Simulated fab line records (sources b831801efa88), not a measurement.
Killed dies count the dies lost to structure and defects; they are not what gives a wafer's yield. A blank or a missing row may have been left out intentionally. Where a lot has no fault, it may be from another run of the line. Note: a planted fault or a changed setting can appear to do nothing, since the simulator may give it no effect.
Struck lot and sound lot, side by side | flow sfqLine | 24 out of 325 route steps
Sound: these wafers, L518.3, L518.5, L518.6. Struck: wafers L523.1, L523.4, L523.5. The cause is given at the end.
At each step with rows: each side's tool, then ch and its chambers, then its first start. Under that, the readings that differ: sound wafers | struck wafers | difference of the means | sigmas: that difference in standard deviations of wafers without a fault.
alike: readings whose means differ by less than 2 such deviations, and words and numbers that are the same on both sides. not compared: withheld readings, readings that some wafer has no value for, bounds like >300 that may hide the same value, and numbers for which the record gives no deviation and whose values overlap.
The two part at a step that has a row with sigmas, a row that says differs or no value, or rows on one side only. When numbers do not overlap yet have no deviation, they are printed without sigmas and do not part them. A reading missing from all wafers of one side parts the sides only when that side holds two or more wafers.

first, 6 steps without rows for these wafers: SFQ_TRILAYER_I2_VIA_LITHO_COAT_072 (resist thk 62 nm); SFQ_TRILAYER_I2_VIA_LITHO_COAT_067 (resist thk 650 nm); SFQ_TRILAYER_I2_VIA_LITHO_SOFTBAKE_071; SFQ_TRILAYER_I2_VIA_LITHO_EXPOSE_068 (exposes mask I2, target cd 500 nm); SFQ_TRILAYER_I2_VIA_LITHO_PEB_070 (peb time 60 s); SFQ_TRILAYER_I2_VIA_LITHO_DEVELOP_069 (time 60 s).
SFQ_I2_OVL_MEAS_918:
  struck on overlay-01, day 36 00:09; sound on overlay-01, day 32 12:29
  alike: I2_OVL
SFQ_TRILAYER_I2_VIA_BARC_OPEN_VIA_ETCH_096: etches BARC in O2, target depth 125 nm, time 41.7 s.
  sound on rieDiel-04 ch 0,3, day 32 12:31; struck on rieDiel-01 ch 1,2,3, day 36 00:11
  alike: drypumpMotorCurrentA, oesProductAu
  not compared: rfHoursCounterH
SFQ_TRILAYER_I2_VIA_ETCH_VIA_ETCH_070: etches SiO2 in CHF3, stops on Nb, target depth 260 nm.
  sound on rieDiel-04 ch 0,3, day 32 12:33; struck on rieDiel-01 ch 1,2,3, day 36 00:14
  alike: drypumpMotorCurrentA, oesProductAu
SFQ_TRILAYER_I2_VIA_STRIP_STRIP_071: strips in O2.
  sound on rieMetal-02 ch 0,1, day 32 12:52; struck on rieMetal-04 ch 0,1, day 36 00:20
  alike: drypumpMotorCurrentA, heBacksideLeakSccm, oesProductAu
  not compared: rfHoursCounterH
then, 2 steps without rows for these wafers: SFQ_TRILAYER_I2_VIA_STRIP_SOLV_CLEAN_072 (cleans in NMP, time 600 s); SFQ_TRILAYER_M3_DEP_PRE_CLEAN_074 (time 22.5 s).
SFQ_TRILAYER_M3_DEP_SPUTTER_073: material Nb, target thk 200 nm, time 133.3 s.
  struck on pvdSputter-03, day 36 01:24; sound on pvdSputter-06, day 32 13:28
  alike: throttleValvePct
SFQ_M3_RS_MEAS_919: a four-point-probe measurement.
  struck on filmMetro-01, day 36 01:29; sound on filmMetro-04, day 32 13:36
reading           | sound             | struck            | difference | sigmas
M3_NB_RS (ohm/sq) | 0.894 0.894 0.903 | 0.448 0.445 0.445 | -0.451     | -58
then, 6 steps without rows for these wafers: SFQ_TRILAYER_M3_LITHO_COAT_080 (resist thk 62 nm); SFQ_TRILAYER_M3_LITHO_COAT_075 (resist thk 600 nm); SFQ_TRILAYER_M3_LITHO_SOFTBAKE_079; SFQ_TRILAYER_M3_LITHO_EXPOSE_076 (exposes mask M3, target cd 500 nm); SFQ_TRILAYER_M3_LITHO_PEB_078 (peb time 60 s); SFQ_TRILAYER_M3_LITHO_DEVELOP_077 (time 60 s).
-- the record jumps here: 6 days lie between the struck wafers' starts before and after --
SFQ_M3_OVL_MEAS_921:
  struck on overlay-01, day 42 05:57; sound on overlay-01, day 39 01:10
  alike: M3_OVL
SFQ_TRILAYER_M3_BARC_OPEN_METAL_ETCH_100: etches BARC in O2, target depth 125 nm, time 41.7 s.
  sound on rieMetal-03 ch 0,1, day 39 01:13; struck on rieMetal-03 ch 0,1, day 42 05:59
  alike: drypumpMotorCurrentA, heBacksideLeakSccm, oesProductAu
  not compared: rfHoursCounterH
SFQ_TRILAYER_M3_ETCH_METAL_ETCH_078: etches Nb in Cl2/Ar, stops on SiO2, target depth 240 nm, time 120 s.
  sound on rieMetal-03 ch 0,1, day 39 01:18; struck on rieMetal-03 ch 0,1, day 42 06:02
reading                      | sound             | struck            | difference | sigmas
oesProductAu (a.u.)          | 0.889 0.892 0.886 | 1.006 1.022 1.015 | +0.125     | +21
model.M3.featureDepthNm (nm) | 199.7 199.9 198   | 241.9 245.8 245.7 | +45.3      | 
model.etch.depthNm (nm)      | 199.7 199.9 198   | 241.9 245.8 245.7 | +45.3      | 
  alike: drypumpMotorCurrentA, heBacksideLeakSccm
  not compared: rfHoursCounterH
SFQ_TRILAYER_M3_STRIP_STRIP_079: strips in O2.
  sound on rieMetal-03 ch 0,1, day 39 01:35; struck on rieMetal-03 ch 0,1, day 42 06:10
  alike: drypumpMotorCurrentA, heBacksideLeakSccm, oesProductAu
  not compared: rfHoursCounterH

== WHERE THEY PART ==
Last at SFQ_TRILAYER_M3_ETCH_METAL_ETCH_078 as far as this record goes, first at SFQ_M3_RS_MEAS_919. Later steps at which nothing parts them and some readings are alike: SFQ_TRILAYER_M3_STRIP_STRIP_079.

WHY: the cause the simulator had injected
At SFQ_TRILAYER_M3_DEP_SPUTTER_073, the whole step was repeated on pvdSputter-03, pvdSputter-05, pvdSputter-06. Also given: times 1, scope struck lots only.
